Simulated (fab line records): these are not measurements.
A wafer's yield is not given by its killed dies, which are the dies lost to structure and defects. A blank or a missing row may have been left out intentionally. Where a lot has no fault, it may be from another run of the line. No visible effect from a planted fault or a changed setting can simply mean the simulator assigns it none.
A lot that was struck, set against a sound lot    flow sky130    16 out of 708 route steps
Sound: the wafers L775.1, L775.3, L775.4. Struck: wafers L786.3, L786.5, L786.6. The cause is named last.
At each step with rows: each side's tool, then ch and its chambers, then its first start. Under that, the readings that differ: sound wafers    struck wafers    difference of the means    sigmas: that difference in standard deviations of wafers without a fault.
alike: readings with means less than 2 such deviations apart, plus words and numbers identical on both sides. not compared: withheld readings, readings lacking a value on some wafer, bounds such as >300 that could conceal the same value, and numbers that have no deviation in the record and whose values overlap.
The two part at a step that has a row with sigmas, a row that says differs or no value, or rows on one side only. Numbers that don't overlap but have no deviation are shown without sigmas and don't part them. A reading that every wafer of one side lacks parts them only if that side has two wafers or more.

SKY_LDD_HVP_TW_MEAS_10:
  sound on filmMetro-01 at day 22 12:31; struck on filmMetro-01 at day 26 05:06
  alike: LDD_HVP_TW
then, 7 steps without rows for these wafers: SKY_LDD_LDN_DEHYDRATE_00 (time 60 s); SKY_LDD_LDN_HMDS_01 (prime time 60 s); SKY_LDD_LDN_COAT_02 (resist thk 1140 nm); SKY_LDD_LDN_SOFTBAKE_03 (time 60 s); SKY_LDD_LDN_EXPOSE_04 (exposes mask LDNTM, target cd 700 nm); SKY_LDD_LDN_PEB_05; SKY_LDD_LDN_DEVELOP_06 (develop time 60 s).
SKY_LDD_LDN_OVL_MEAS_07:
  sound on overlay-02 at day 23 18:38; struck on overlay-01 at day 27 09:55
  alike: LDD_LDN_OVL
then, 3 steps without rows for these wafers: SKY_LDD_LDN_IMPLANT_08; SKY_LDD_LDN_IMPLANT_09; SKY_LDD_LDN_IMPLANT_10.
SKY_LDD_LDN_IMPLANT_11:
  sound on implanter-03 ch 0, day 23 19:08; struck on implanter-03 ch 0, day 27 10:26
reading           sound                             struck                            difference   sigmas
doseIonsCm2       1.2525e+13 1.2503e+13 1.2509e+13  1.7738e+13 1.7739e+13 1.7735e+13  +5.2250e+12  +99 or more
faradayCurrentUA  72.2 68.6 71.1                    99.9 100.6 104.4                  +31.0        +24
SKY_LDD_LDN_STRIP_12: strips in O2/N2.
  sound on plasmaAsher-01 ch 0,1, day 23 19:17; struck on plasmaAsher-04 ch 0,1, day 27 10:34
  alike: drypumpMotorCurrentA, oesProductAu, stripTimeToEndpointS
  not compared: rfHoursCounterH
SKY_LDD_LDN_TW_MEAS_13:
  sound on filmMetro-02 at day 23 19:23; struck on filmMetro-02 at day 27 10:53
reading     sound           struck          difference  sigmas
LDD_LDN_TW  1487 1494 1485  1518 1517 1510  +26         +3
  not compared: hold
-- here the record skips 21 days between the struck wafers' starts before and after, leaving off in module LDD_LDN and picking up in module PAD_OPEN (first step shown: number 708 of the route) --
SKY_PAD_OPEN_PROBE_99:
  sound on prober-01 at day 46 09:41; struck on prober-01 at day 48 20:37
reading                       sound           struck          difference  sigmas
killedAtOther                 0 0 0           1 2 2           +2          +3
model.etest.tipSonos.rsOhmSq  2699 2695 2741  2556 2532 2594  -151        
  alike: killed_at_M0_to_M3, killed_at_M4_up, killedAtContacts, killedAtFrontEnd, killedDies, killedOpen, killedShort

## WHERE THEY PART
Last at SKY_PAD_OPEN_PROBE_99 as far as this record goes, first at SKY_LDD_LDN_IMPLANT_11.

WHY: what had been put in by the simulator
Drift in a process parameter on implanter-03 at SKY_LDD_LDN_IMPLANT_11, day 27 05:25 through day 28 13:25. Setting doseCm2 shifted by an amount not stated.
